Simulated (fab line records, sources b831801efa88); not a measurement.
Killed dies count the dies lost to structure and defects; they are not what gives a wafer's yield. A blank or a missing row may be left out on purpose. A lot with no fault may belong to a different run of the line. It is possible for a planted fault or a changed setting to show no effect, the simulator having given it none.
The tool behind it: which one?    flow gf180mcu    12 lots, 36 wafers sampled, at 4 steps of a route of 602

== WHAT THE GAUGES SHOWED, per wafer ==
GF_DUAL_GATE_OVL_MEAS_11.
lot   measured      on          DUAL_GATE_OVL (nm)
L680  day 8 11:55   overlay-01  0.3 0.1 -1.8
L681  day 8 18:50   overlay-02  1.2 1.5 0.7
L682  day 9 00:02   overlay-02  -0.9 -1.0 -0.2
L683  day 9 08:10   overlay-01  0.8 -1.2 -0.2
L684  day 9 17:38   overlay-02  -1.3 -0.3 -0.1
L692  day 11 23:17  overlay-02  2.2 1.2 1.0
L693  day 12 01:43  overlay-01  6.4 5.8 5.5
L694  day 12 11:41  overlay-02  3.7 4.9 3.5
L699  day 13 23:32  overlay-02  -1.0 -0.9 0.2
L700  day 14 04:01  overlay-02  1.1 1.0 2.4
L701  day 14 09:32  overlay-01  0.8 1.1 -0.4
L702  day 14 18:02  overlay-01  2.2 1.4 0.8

GF_CONTACT_BOW_MEAS_05.
lot   measured      on             CONTACT_BOW (um)
L680  day 15 08:34  film-metro-03  59 63 82
L681  day 15 17:26  film-metro-03  46 73 63
L682  day 15 22:32  film-metro-04  69 68 69
L683  day 16 16:02  film-metro-04  72 69 60
L684  day 16 21:08  film-metro-03  61 66 72
L692  day 19 17:36  film-metro-03  56 65 58
L693  day 19 21:35  film-metro-04  77 65 81
L694  day 20 13:32  film-metro-01  60 66 62
L699  day 22 08:43  film-metro-01  54 71 64
L700  day 22 12:16  film-metro-01  74 63 60
L701  day 22 18:34  film-metro-03  60 67 67
L702  day 23 03:28  film-metro-04  70 66 60

GF_CONTACT_RS_MEAS_25: measurement is done with a four-point probe.
lot   measured      on             CONTACT_W_RS (ohm/sq)
L680  day 16 07:26  film-metro-03  0.381 0.380 0.383
L681  day 16 16:52  film-metro-04  0.381 0.380 0.379
L682  day 16 21:54  film-metro-04  0.379 0.380 0.385
L683  day 17 16:33  film-metro-04  0.385 0.384 0.373
L684  day 17 21:27  film-metro-01  0.373 0.373 0.371
L692  day 20 18:58  film-metro-03  0.377 0.383 0.375
L693  day 20 23:01  film-metro-03  0.381 0.372 0.376
L694  day 21 14:35  film-metro-01  0.383 0.382 0.383
L699  day 23 08:27  film-metro-01  0.382 0.385 0.375
L700  day 23 11:59  film-metro-01  0.389 0.386 0.384
L701  day 23 18:20  film-metro-01  0.391 0.388 0.390
L702  day 24 02:56  film-metro-03  0.375 0.373 0.385

== TOOL THAT RAN EACH LOT (tool first, then ch and the chambers of the sampled wafers, then the start) ==
lot   GF_DUAL_GATE_EXPOSE_08
L680  iline-stepper-01 ch 0, day 8 03:47
L681  iline-stepper-01 ch 0, day 8 10:36
L682  iline-stepper-02 ch 0, day 8 15:30
L683  iline-stepper-01 ch 0, day 8 23:52
L684  iline-stepper-01 ch 0, day 9 08:46
L692  iline-stepper-02 ch 0, day 11 13:55
L693  iline-stepper-02 ch 0, day 11 16:33
L694  iline-stepper-02 ch 0, day 12 02:22
L699  iline-stepper-01 ch 0, day 13 13:14
L700  iline-stepper-01 ch 0, day 13 18:17
L701  iline-stepper-01 ch 0, day 13 23:16
L702  iline-stepper-01 ch 0, day 14 08:17
- GF_DUAL_GATE_EXPOSE_08: exposes mask Dualgate, target cd 700 nm.

== AS READ BY THE TOOLS THEMSELVES (means over the sampled wafers that have a number; for cases with no such wafer, the mark the record gives instead) ==
The record holds no such reading with a usual standard deviation.

== THE ANSWER, worked out from the rows above alone ==
Rule: what is usual is taken from the lots themselves. Put in order of their means at a reading, lots are off if they are a third of the lots or fewer, leave a main group of 4 or more, and stand apart from it by a gap of 3 or more times the standard deviation of the main group's means; of several such gaps the widest counts. Not used: any main group whose means are identical at the precision the tables above print for the reading. Also off: a lot with no number at a reading for which 4 or more lots have one. All remaining lots with rows at the step are treated as sound. Order of review: gauges by route order, followed by the tools' own readings, for which a lot's mean as printed above is used. At the first step where some lot is off, the reading lying furthest off is the one used; lots without a number count as furthest.
No lot is off at any reading shown: from this, nothing can be told.

== WHAT THE SIMULATOR PUT IN ==
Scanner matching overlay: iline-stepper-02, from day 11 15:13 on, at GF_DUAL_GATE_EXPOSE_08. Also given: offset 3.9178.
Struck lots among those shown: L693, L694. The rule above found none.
